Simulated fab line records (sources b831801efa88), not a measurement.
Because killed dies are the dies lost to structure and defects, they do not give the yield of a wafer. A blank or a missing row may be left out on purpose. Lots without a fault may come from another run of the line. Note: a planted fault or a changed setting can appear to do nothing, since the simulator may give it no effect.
What tool caused it? | flow gf180mcu | Sampling: 7 lots, 21 wafers, 2 of 602 route steps

== WHAT THE GAUGES READ, wafer by wafer ==
GF_M2_THK_MEAS_06: measures by xrf.
lot  | measured     | on            | M2_ALCU_THK (nm)
L277 | day 19 06:18 | film_metro-02 | 436 435 446
L279 | day 19 16:47 | film_metro-04 | 445 437 441
L285 | day 21 20:10 | film_metro-04 | 439 443 439
L291 | day 23 23:38 | film_metro-02 | 451 448 439
L294 | day 25 01:23 | film_metro-02 | 428 431 430
L296 | day 25 14:52 | film_metro-03 | 441 440 445
L298 | day 26 01:56 | film_metro-03 | 455 456 457

== EACH LOT AND THE TOOL THAT RAN IT (in order: tool; ch and the chambers of the sampled wafers; start) ==
lot  | GF_NSD_IMPLANT_09
L277 | implanter-04 ch 0, day 14 06:22
L279 | implanter-03 ch 0, day 14 16:55
L285 | implanter-01 ch 0, day 16 14:05
L291 | implanter-03 ch 0, day 18 18:08
L294 | implanter-03 ch 0, day 19 23:10
L296 | implanter-03 ch 0, day 20 14:31
L298 | implanter-03 ch 0, day 21 03:14
- GF_NSD_IMPLANT_09

== THE ANSWER, worked out from the rows above alone ==
Rule: the lots themselves supply what counts as usual. The widest of any qualifying gaps counts: lots, ordered by their means at a reading, are off when they make up no more than a third of the lots, leave a main group of 4 or more, and stand apart from it by 3 or more times the standard deviation of that group's means. If all means in a main group match to the digits the tables above print for the reading, that group is not used. Also off: a lot with no number at a reading for which 4 or more lots have one. Where the step has rows for the other lots, those lots are counted as sound.
Across all readings shown, no lot is off: no conclusion can be drawn from this.

== WHAT WAS PUT IN BY THE SIMULATOR ==
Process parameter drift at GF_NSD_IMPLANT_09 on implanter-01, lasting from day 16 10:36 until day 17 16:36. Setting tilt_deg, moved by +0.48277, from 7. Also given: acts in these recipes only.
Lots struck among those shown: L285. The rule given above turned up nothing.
